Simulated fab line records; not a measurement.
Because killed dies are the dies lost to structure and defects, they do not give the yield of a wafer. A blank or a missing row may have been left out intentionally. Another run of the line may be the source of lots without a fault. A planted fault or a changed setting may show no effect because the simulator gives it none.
Comparing a struck lot with a sound one + flow sky130 + 36 steps out of a route of 708
Sound: the wafers L166.2, L166.3, L166.5. Wafers L171.1, L171.2, L171.3 were the ones struck. The cause comes at the end.
Each step with rows lists, per side, the tool, then ch with its chambers, then its first start. Under that, the readings that differ: sound wafers + struck wafers + difference of the means + sigmas: that difference in standard deviations of wafers without a fault.
alike: a reading whose means differ by less than 2 such deviations, as well as words and numbers matching on both sides. not compared: withheld readings; readings where some wafer has no value; bounds like >300 that might hide an equal value; numbers whose values overlap and for which the record gives no deviation.
The two part at a step that has a row with sigmas, a row that says differs or no value, or rows on one side only. Numbers that have no deviation but don't overlap get no sigmas and don't part them. A reading that every wafer of one side lacks parts them only if that side has two wafers or more.

first, 10 steps without rows for these wafers: SKY_GATE_OXIDE_COAT_05 (resist thk 1140 nm); SKY_GATE_OXIDE_SOFTBAKE_06 (time 60 s); SKY_GATE_OXIDE_EXPOSE_07 (exposes mask LVOM, target cd 600 nm); SKY_GATE_OXIDE_PEB_08; SKY_GATE_OXIDE_DEVELOP_09 (develop time 60 s); SKY_GATE_OXIDE_IMPLANT_11; SKY_GATE_OXIDE_WET_ETCH_12 (etches SiO2 in dHF, target depth 16.8 nm, time 336 s); SKY_GATE_OXIDE_STRIP_13 (strips in O2/N2); SKY_GATE_OXIDE_CLEAN_15 (cleans in SC1/SC2, time 150 s); SKY_GATE_OXIDE_OXIDATION_16 (stabilise 600 s, purge 300 s, target thk 3.57 nm).
SKY_POLY_GATE_CVD_00: deposits poly-Si, target thk 180 nm, time 720 s.
  sound on lpcvd-01 ch 1, day 14 06:39; struck on lpcvd-01 ch 0, day 16 02:08
| reading                                      | sound             | struck            | difference | sigmas |
|----------------------------------------------|-------------------|-------------------|------------|--------|
| spikeTcCentreC (C)                           | 620.2 620.0 620.3 | 630.1 629.2 631.0 | +9.9       | +7     |
| spikeTcTopC (C)                              | 642.5 641.7 642.1 | 650.1 650.2 651.0 | +8.3       | +4     |
| spikeTcUpperC (C)                            | 619.2 620.1 618.9 | 554.6 555.4 552.2 | -65.3      | -65    |
| zonePowerCentrePct (%)                       | 9.36 9.21 9.22    | 13.99 13.77 13.79 | +4.59      | +15    |
| zonePowerTopPct (%)                          | 22.5 22.3 22.3    | 27.3 27.8 27.4    | +5.1       | +4     |
| zonePowerUpperPct (%)                        | 9.9 9.9 10.0      | 0.0 0.0 0.0       | -9.9       | -18    |
| model.poly-Si_of_POLY_GATE_CVD_00.thkNm (nm) | 179.2 179.9 181   | 103.9 94.53 91.54 | -83.4      |        |
  alike: zonePowerLowerPct
SKY_POLY_GATE_THK_MEAS_01:
  sound: filmMetro-01 at day 14 07:52; struck: filmMetro-02 at day 16 03:23
| reading                   | sound             | struck          | difference | sigmas |
|---------------------------|-------------------|-----------------|------------|--------|
| POLY_GATE_CVD_00_THK (nm) | 179.3 179.8 181.0 | 103.9 94.6 91.5 | -83.4      | -56    |
then, 9 steps without rows for these wafers: SKY_RES_PROTECT_DEHYDRATE_00 (time 60 s); SKY_RES_PROTECT_HMDS_01 (prime time 60 s); SKY_RES_PROTECT_COAT_02 (resist thk 1140 nm); SKY_RES_PROTECT_SOFTBAKE_03 (time 60 s); SKY_RES_PROTECT_EXPOSE_04 (exposes mask RPM, target cd 1270 nm); SKY_RES_PROTECT_PEB_05; SKY_RES_PROTECT_DEVELOP_06 (develop time 60 s); SKY_POLY_GATE_IMPLANT_02; SKY_RES_PROTECT_STRIP_07 (strips in O2/N2).
SKY_RES_PROTECT_CLEAN_09: cleans in SC1/SC2, time 150 s.
  sound on wetBench-01 ch 3, day 15 08:56; struck on wetBench-04 ch 1, day 17 07:22
| reading                                      | sound             | struck           | difference | sigmas |
|----------------------------------------------|-------------------|------------------|------------|--------|
| model.poly-Si_of_POLY_GATE_CVD_00.thkNm (nm) | 178.6 179.2 180.3 | 103.3 93.9 90.91 | -83.3      |        |
  alike: bathHeatDutyPct
then, 11 steps without rows for these wafers: SKY_POLY_GATE_CVD_03 (deposits Si3N4 from DCS/NH3, target thk 75 nm, time 1290 s); SKY_POLY_GATE_DEHYDRATE_05 (time 60 s); SKY_POLY_GATE_HMDS_06 (prime time 60 s); SKY_POLY_GATE_COAT_07 (resist thk 110 nm); SKY_POLY_GATE_COAT_08 (resist thk 450 nm); SKY_POLY_GATE_SOFTBAKE_09 (time 90 s); SKY_POLY_GATE_EXPOSE_10 (exposes mask P1M, target cd 150 nm); SKY_POLY_GATE_PEB_11; SKY_POLY_GATE_DEVELOP_12 (develop time 60 s); SKY_POLY_GATE_ETCH_15 (etches BARC in N2/H2, stops on SiO2, time 118.5 s, target depth 110 nm); SKY_POLY_GATE_ETCH_16 (etches Si3N4 in CH3F/O2, stops on poly-Si, time 147.5 s, target depth 75 nm).
SKY_POLY_GATE_ETCH_17: etches poly-Si in HBr/Cl2, stops on SiO2, target depth 180 nm, time 70.5 s.
  sound on rieSi-02 ch 0,1, day 16 14:13; struck on rieSi-01 ch 0,2,3, day 18 16:05
| reading                             | sound             | struck            | difference | sigmas |
|-------------------------------------|-------------------|-------------------|------------|--------|
| oesProductAu (a.u.)                 | 0.974 0.986 0.986 | 0.683 0.651 0.638 | -0.325     | -44    |
| model.POLY_GATE.featureDepthNm (nm) | 178.5 179.2 180.3 | 103.3 93.9 90.91  | -83.3      |        |
| model.etch.depthNm (nm)             | 178.5 179.2 180.3 | 103.3 93.9 90.91  | -83.3      |        |
  alike: drypumpMotorCurrentA, throttleValvePct
  not compared: rfHoursCounterH
then, 1 step without rows for these wafers: SKY_POLY_GATE_STRIP_18 (strips in O2/N2).
-- here the record skips 29 days between the struck wafers' starts before and after, leaving off in module POLY_GATE and picking up in module PAD_OPEN (first step shown: number 708 of the route) --
SKY_PAD_OPEN_PROBE_99:
  sound: prober-02 at day 46 05:03; struck: prober-02 at day 47 13:14
  no value came back on the struck wafers for any of 5 readings (model.etest.resHighPo.lineOhmUm, model.etest.resPoly.lineOhmUm and others); on the sound wafers model.etest.resHighPo.lineOhmUm reads 754.7 735.8 762.2
  alike: killed_at_M0_to_M3, killed_at_M4_up, killedAtContacts, killedAtFrontEnd, killedAtOther, killedDies, killedOnRim, killedOpen, killedShort

## WHERE THEY PART
First at SKY_POLY_GATE_CVD_00; last, within this record, at SKY_PAD_OPEN_PROBE_99.

WHY: what the simulator had put in
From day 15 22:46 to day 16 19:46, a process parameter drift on lpcvd-01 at SKY_POLY_GATE_CVD_00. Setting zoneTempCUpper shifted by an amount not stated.
